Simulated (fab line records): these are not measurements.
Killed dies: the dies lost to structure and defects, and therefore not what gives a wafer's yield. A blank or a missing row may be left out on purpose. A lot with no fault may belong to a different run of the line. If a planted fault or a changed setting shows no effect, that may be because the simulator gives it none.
Check for tools in common -- flow gf180mcu -- Sampled: 12 lots, 36 wafers

WHY IT WAS OPENED
GF_VT_IMPLANT_TW_MEAS_32, reading VT_IMPLANT_3_TW: flagged on 1 of 12 lots. Wafers without a fault read 269.9, standard deviation 2.2.
Rule: flag the lot when none of its wafers has a number, or when each of its wafers that has one lies beyond 4 standard deviations from that mean. All remaining lots are regarded as sound.

lot,measured,on,"VT_IMPLANT_3_TW, wafer by wafer",flag
L485,day 7 09:41,filmMetro-03,271.5 271.7 271.4,
L486,day 7 17:12,filmMetro-02,268.1 267.3 268.3,
L487,day 8 05:56,filmMetro-02,267.0 266.5 266.0,
L488,day 8 12:07,filmMetro-03,271.1 269.9 270.0,
L489,day 8 15:31,filmMetro-03,30.3 30.0 30.2,FLAGGED
L490,day 8 22:02,filmMetro-02,266.3 266.9 267.0,
L494,day 10 00:04,filmMetro-01,266.8 268.2 267.1,
L500,day 11 13:02,filmMetro-01,268.6 270.6 269.1,
L501,day 11 21:29,filmMetro-02,267.1 267.1 267.3,
L502,day 12 04:17,filmMetro-02,268.2 268.8 268.5,
L503,day 12 10:35,filmMetro-02,268.7 267.6 267.1,
L506,day 13 15:50,filmMetro-03,274.3 274.2 273.4,
Flagged lots average 30.2: -239.7 relative to the usual, that is -99 or more standard deviations.

WHICH TOOL RAN EACH LOT
Before the reading, the record contains 2 process steps out of a 602-step route. In each cell: the tool, then ch and the chambers that the sampled wafers went through, then the start.
lot,flag,GF_VT_IMPLANT_STRIP_20,GF_VT_IMPLANT_STRIP_31
L485,,"plasmaAsher-01 ch 0,1, day 6 18:03","plasmaAsher-01 ch 0,1, day 7 09:35"
L486,,"plasmaAsher-01 ch 0,1, day 7 01:23","plasmaAsher-02 ch 0,1, day 7 17:04"
L487,,"plasmaAsher-01 ch 0, day 7 13:04","plasmaAsher-01 ch 0,1, day 8 05:50"
L488,,"plasmaAsher-01 ch 0,1, day 7 19:28","plasmaAsher-03 ch 0,1, day 8 11:59"
L489,FLAGGED,"plasmaAsher-01 ch 0,1, day 7 22:38","plasmaAsher-02 ch 0,1, day 8 15:25"
L490,,"plasmaAsher-03 ch 0,1, day 8 04:16","plasmaAsher-02 ch 0,1, day 8 21:55"
L494,,"plasmaAsher-03 ch 0,1, day 9 06:19","plasmaAsher-03 ch 0,1, day 9 23:58"
L500,,"plasmaAsher-02 ch 0,1, day 10 18:40","plasmaAsher-03 ch 0,1, day 11 12:55"
L501,,"plasmaAsher-01 ch 0,1, day 11 02:40","plasmaAsher-03 ch 0,1, day 11 21:24"
L502,,"plasmaAsher-01 ch 0,1, day 11 09:11","plasmaAsher-03 ch 0,1, day 12 04:11"
L503,,"plasmaAsher-01 ch 0,1, day 11 14:49","plasmaAsher-01 ch 0,1, day 12 10:29"
L506,,"plasmaAsher-01 ch 0,1, day 12 18:52","plasmaAsher-02 ch 0,1, day 13 15:45"
What the steps here do:
- GF_VT_IMPLANT_STRIP_20: strips in O2/N2.
- GF_VT_IMPLANT_STRIP_31: strips in O2/N2.
- GF_VT_IMPLANT_TW_MEAS_32

FLAGGED OVER TOTAL, TOOL BY TOOL (the gauges that took the reading come last)
step,tool,lots run,flagged,share of the flagged lots,sound lots run after its first flagged lot
GF_VT_IMPLANT_STRIP_20,plasmaAsher-01,9,1,all,"4 (L501,L502,L503,L506)"
GF_VT_IMPLANT_STRIP_20,plasmaAsher-02,1,0,none,-
GF_VT_IMPLANT_STRIP_20,plasmaAsher-03,2,0,none,-
GF_VT_IMPLANT_STRIP_31,plasmaAsher-01,3,0,none,-
GF_VT_IMPLANT_STRIP_31,plasmaAsher-02,4,1,all,"2 (L490,L506)"
GF_VT_IMPLANT_STRIP_31,plasmaAsher-03,5,0,none,-
GF_VT_IMPLANT_TW_MEAS_32,filmMetro-01,2,0,none,-
GF_VT_IMPLANT_TW_MEAS_32,filmMetro-02,6,0,none,-
GF_VT_IMPLANT_TW_MEAS_32,filmMetro-03,4,1,all,1 (L506)

WHAT THE TABLE PERMITS
3 rows of the table ran every flagged lot: plasmaAsher-01 at GF_VT_IMPLANT_STRIP_20, plasmaAsher-02 at GF_VT_IMPLANT_STRIP_31, filmMetro-03 at GF_VT_IMPLANT_TW_MEAS_32.
- plasmaAsher-01 at GF_VT_IMPLANT_STRIP_20 ran 9 lots, 1 of them flagged. After the first flagged lot (L501, L502, L503, L506), sound lots still ran on it; a lasting fault on the whole tool would not permit that. Its own readings lie more than 4 standard deviations out on every wafer of the flagged lots: oesProductAu.
- plasmaAsher-02 at GF_VT_IMPLANT_STRIP_31 ran 4 lots, 1 of them flagged. After the first flagged lot (L490, L506), sound lots still ran on it; a lasting fault on the whole tool would not permit that. Its own readings lie more than 4 standard deviations out on every wafer of the flagged lots: stripTimeToEndpointS.
- filmMetro-03 at GF_VT_IMPLANT_TW_MEAS_32 ran 4 lots, 1 of them flagged. After the first flagged lot (L506), sound lots still ran on it; a lasting fault on the whole tool would not permit that.
There is no row in the table that ran each flagged lot and no sound lot after the first.

WHAT THE SIMULATOR HAD INSERTED
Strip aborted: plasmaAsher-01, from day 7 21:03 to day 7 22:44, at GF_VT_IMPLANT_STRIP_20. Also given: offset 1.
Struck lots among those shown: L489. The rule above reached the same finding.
